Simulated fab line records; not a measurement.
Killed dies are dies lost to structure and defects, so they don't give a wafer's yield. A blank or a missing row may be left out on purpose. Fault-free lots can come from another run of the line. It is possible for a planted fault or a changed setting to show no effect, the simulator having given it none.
Chamber matching || flow sky130 || rieSi-01 running SKY_FIELD_ISO_ETCH_17: 4 sister chambers
The step etches Si in HBr/Cl2/O2, target depth 342 nm, time 97.7 s. 4 wafers are shown with their chamber, then 7 later ones without.

## WAFERS WITH THEIR CHAMBER
{"wafer": "L724.1", "chamber": 3, "oesProductAu (a.u.)": 1.007}
{"wafer": "L724.3", "chamber": 0, "oesProductAu (a.u.)": 1.007}
{"wafer": "L726.3", "chamber": 1, "oesProductAu (a.u.)": 0.997}
{"wafer": "L726.4", "chamber": 2, "oesProductAu (a.u.)": 1.002}

## WAFERS WITHOUT THEIR CHAMBER
{"wafer": "L726.6", "oesProductAu (a.u.)": 1.000}
{"wafer": "L731.2", "oesProductAu (a.u.)": 1.011}
{"wafer": "L731.5", "oesProductAu (a.u.)": 1.005}
{"wafer": "L731.6", "oesProductAu (a.u.)": 1.008}
{"wafer": "L733.2", "oesProductAu (a.u.)": 0.999}
{"wafer": "L733.3", "oesProductAu (a.u.)": 1.013}
{"wafer": "L733.4", "oesProductAu (a.u.)": 1.020}

## THE CHAMBER EACH PASSED THROUGH
{"wafer": "L726.6", "from the rows above": "can't be placed: 2 or 1 or 0 or 3", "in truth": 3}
{"wafer": "L731.2", "from the rows above": "can't be placed: 0 or 3 or 2 or 1", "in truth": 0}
{"wafer": "L731.5", "from the rows above": "can't be placed: 0 or 3 or 2 or 1", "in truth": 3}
{"wafer": "L731.6", "from the rows above": "can't be placed: 0 or 3 or 2 or 1", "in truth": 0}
{"wafer": "L733.2", "from the rows above": "can't be placed: 1 or 2 or 0 or 3", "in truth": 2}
{"wafer": "L733.3", "from the rows above": "can't be placed: 0 or 3 or 2 or 1", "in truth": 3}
{"wafer": "L733.4", "from the rows above": "can't be placed: 0 or 3 or 2 or 1", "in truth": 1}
Correctly placed: 0 of 7. Unplaceable from these rows: 7, with the true chamber sitting among the candidates in 7. Wrongly placed: 0.
How it was worked out, from the rows above alone: a wafer's distance from a chamber is the root of the sum, over the readings, of the square of ((its reading less the chamber's mean) divided by the reading's scatter). The wafer belongs to the nearest chamber; if the next one is less than 2 further off, it can't be placed. Each chamber's mean is taken over the wafers shown for it. The scatter (one wafer shown for each chamber): square how far every hidden wafer sits from the nearest shown wafer, average those squares and take the square root.
